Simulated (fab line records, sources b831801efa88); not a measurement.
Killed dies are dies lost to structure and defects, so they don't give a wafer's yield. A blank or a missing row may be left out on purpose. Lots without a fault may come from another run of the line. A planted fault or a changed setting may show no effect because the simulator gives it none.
Which tool did it? | flow gf180mcu | 13 lots, 39 wafers sampled, at 4 steps of a route of 602

WHAT THE GAUGES READ, wafer by wafer
GF_M1_THK_MEAS_06: measures by xrf.
lot  | measured     | on            | M1_ALCU_THK (nm)
L945 | day 16 13:51 | film_metro-02 | 461 462 464
L947 | day 17 09:42 | film_metro-03 | 452 448 447
L948 | day 17 13:42 | film_metro-01 | 449 447 456
L949 | day 17 16:34 | film_metro-02 | 452 456 447
L951 | day 18 17:13 | film_metro-02 | 461 457 459
L955 | day 19 23:13 | film_metro-03 | 444 444 447
L956 | day 20 02:23 | film_metro-03 | 450 439 448
L957 | day 20 22:43 | film_metro-01 | 453 450 458
L960 | day 21 23:34 | film_metro-02 | 453 452 454
L961 | day 21 22:27 | film_metro-02 | 456 459 457
L964 | day 22 21:00 | film_metro-02 | 461 463 457
L965 | day 23 16:07 | film_metro-02 | 455 459 448
L967 | day 23 22:05 | film_metro-03 | 475 467 464

WHICH TOOL RAN EACH LOT (tool, then ch and the chambers of the sampled wafers, then the start)
lot  | GF_MVPSD_EXPOSE_04                  | GF_CONTACT_ETCH_16                 | GF_CONTACT_SPUTTER_22
L945 | iline_stepper-02 ch 0, day 4 18:21  | rie_diel-02 ch 2,3, day 16 12:16   | pvd_sputter-01, day 16 12:43
L947 | iline_stepper-02 ch 0, day 5 07:13  | rie_diel-02 ch 1,2,3, day 17 08:04 | pvd_sputter-01, day 17 08:32
L948 | iline_stepper-02 ch 0, day 5 12:01  | rie_diel-02 ch 1,2,3, day 17 12:13 | pvd_sputter-04, day 17 12:41
L949 | iline_stepper-01 ch 0, day 5 15:51  | rie_diel-02 ch 0,1, day 17 14:58   | pvd_sputter-04, day 17 15:26
L951 | iline_stepper-02 ch 0, day 6 05:44  | rie_diel-03 ch 0,1,2, day 18 15:44 | pvd_sputter-04, day 18 16:12
L955 | iline_stepper-02 ch 0, day 7 06:08  | rie_diel-03 ch 2,3, day 19 21:37   | pvd_sputter-03, day 19 22:11
L956 | iline_stepper-01 ch 0, day 7 11:47  | rie_diel-03 ch 0,2,3, day 20 00:52 | pvd_sputter-03, day 20 01:20
L957 | iline_stepper-01 ch 0, day 7 21:35  | rie_diel-03 ch 0,3, day 20 20:19   | pvd_sputter-04, day 20 20:47
L960 | iline_stepper-02 ch 0, day 8 09:57  | rie_diel-03 ch 1,2, day 21 22:04   | pvd_sputter-04, day 21 22:32
L961 | iline_stepper-02 ch 0, day 8 16:52  | rie_diel-03 ch 0,1,2, day 21 20:58 | pvd_sputter-04, day 21 21:26
L964 | iline_stepper-02 ch 0, day 9 09:23  | rie_diel-03 ch 1,2, day 22 19:31   | pvd_sputter-03, day 22 19:59
L965 | iline_stepper-02 ch 0, day 9 16:01  | rie_diel-03 ch 1,2,3, day 23 14:37 | pvd_sputter-04, day 23 15:05
L967 | iline_stepper-02 ch 0, day 10 04:44 | rie_diel-02 ch 1,2,3, day 23 20:34 | pvd_sputter-04, day 23 21:02
- GF_MVPSD_EXPOSE_04: exposes mask MVPSD, target cd 1000 nm.
- GF_CONTACT_ETCH_16: etches BARC in N2/H2.
- GF_CONTACT_SPUTTER_22: material Ti, target thk 15 nm, time 80.02 s.

WHAT THE TOOLS THEMSELVES READ (means of the sampled wafers that have a number; where no wafer has one, the mark that the record gives instead)
GF_MVPSD_EXPOSE_04.
lot  | tool             | exposure_dose_mJ_cm2
L945 | iline_stepper-02 | 260.05
L947 | iline_stepper-02 | 260.33
L948 | iline_stepper-02 | 259.79
L949 | iline_stepper-01 | 260.07
L951 | iline_stepper-02 | 260.25
L955 | iline_stepper-02 | 260.21
L956 | iline_stepper-01 | 225.03
L957 | iline_stepper-01 | 225.03
L960 | iline_stepper-02 | 259.86
L961 | iline_stepper-02 | 260.06
L964 | iline_stepper-02 | 260.02
L965 | iline_stepper-02 | 259.83
L967 | iline_stepper-02 | 260.40

GF_CONTACT_ETCH_16.
lot  | tool        | drypump_motor_current_A (A) | n2_flow_sccm (sccm) | oes_product_au (a.u.) | throttle_valve_pct (%)
L945 | rie_diel-02 | 5.2                         | 99.7                | 0.858                 | 13.227
L947 | rie_diel-02 | 5.4                         | 99.8                | 0.852                 | 13.226
L948 | rie_diel-02 | 5.5                         | 100.4               | 0.854                 | 13.225
L949 | rie_diel-02 | 5.2                         | 100.3               | 0.853                 | 13.223
L951 | rie_diel-03 | 5.9                         | 100.5               | 0.855                 | 13.223
L955 | rie_diel-03 | 6.5                         | 99.7                | 0.853                 | 13.231
L956 | rie_diel-03 | 6.1                         | 99.8                | 0.859                 | 13.234
L957 | rie_diel-03 | 5.8                         | 100.1               | 0.855                 | 13.223
L960 | rie_diel-03 | 5.9                         | 100.1               | 0.854                 | 13.215
L961 | rie_diel-03 | 5.9                         | 100.1               | 0.855                 | 13.225
L964 | rie_diel-03 | 5.9                         | 100.1               | 0.856                 | 13.216
L965 | rie_diel-03 | 6.1                         | 100.1               | 0.859                 | 13.224
L967 | rie_diel-02 | 5.5                         | 100.1               | 0.856                 | 13.222

GF_CONTACT_SPUTTER_22.
lot  | tool           | cathode_dc_power_W (W) | chamber_pressure_pa (Pa) | throttle_valve_pct (%)
L945 | pvd_sputter-01 | 2500.0                 | 4.752                    | 30.0
L947 | pvd_sputter-01 | 2500.0                 | 4.754                    | 30.2
L948 | pvd_sputter-04 | 2499.8                 | 4.751                    | 29.5
L949 | pvd_sputter-04 | 2500.1                 | 4.748                    | 30.7
L951 | pvd_sputter-04 | 2499.7                 | 4.749                    | 30.5
L955 | pvd_sputter-03 | 2500.4                 | 4.754                    | 31.3
L956 | pvd_sputter-03 | 2499.7                 | 4.748                    | 29.4
L957 | pvd_sputter-04 | 2499.8                 | 4.762                    | 30.6
L960 | pvd_sputter-04 | 2499.7                 | 4.756                    | 31.5
L961 | pvd_sputter-04 | 2500.0                 | 4.753                    | 30.3
L964 | pvd_sputter-03 | 2500.2                 | 4.759                    | 29.5
L965 | pvd_sputter-04 | 2499.9                 | 4.751                    | 31.0
L967 | pvd_sputter-04 | 2500.1                 | 4.754                    | 31.4

THE ANSWER, worked out from the rows above alone
Rule: what is usual is taken from the lots themselves. Put in order of their means at a reading, lots are off if they are a third of the lots or fewer, leave a main group of 4 or more, and stand apart from it by a gap of 3 or more times the standard deviation of the main group's means; of several such gaps the widest counts. A main group whose means are all the same, to the digits that the tables above print for the reading, isn't used. A lot without any number at a reading at which 4 lots or more have one is off too. The other lots that the step has rows for count as sound. The gauges are gone through in route order, then the tools' own readings, and for those a lot's mean is taken as printed above. The first step at which some lot is off is used, and at that step the reading that is off furthest; a lot without a number counts as furthest.
Off: L956, L957, at GF_MVPSD_EXPOSE_04 (exposure_dose_mJ_cm2). The main group: mean 260.08, standard deviation 0.19.
A tool fits if, at that step or a process step before it, it ran every lot that is off, and no sound lot after the first of them. One fits: iline_stepper-01 at GF_MVPSD_EXPOSE_04. Its last sound lot is L949 (day 5 15:51), its first lot that is off L956 (day 7 11:47): a fault that began between those two fits.
The tool's own readings at GF_MVPSD_EXPOSE_04 bear it out: on the lots that are off they differ by more than 5 times the standard deviation of the sound lots' means. exposure_dose_mJ_cm2 reads 225.03 there against 260.08 on the sound lots.

WHAT THE SIMULATOR HAD PUT IN
Process parameter drift: iline_stepper-01, from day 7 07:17 on, at GF_MVPSD_EXPOSE_04. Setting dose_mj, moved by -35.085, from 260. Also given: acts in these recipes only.
Lots struck among those shown: L956, L957. The rule above found the same.
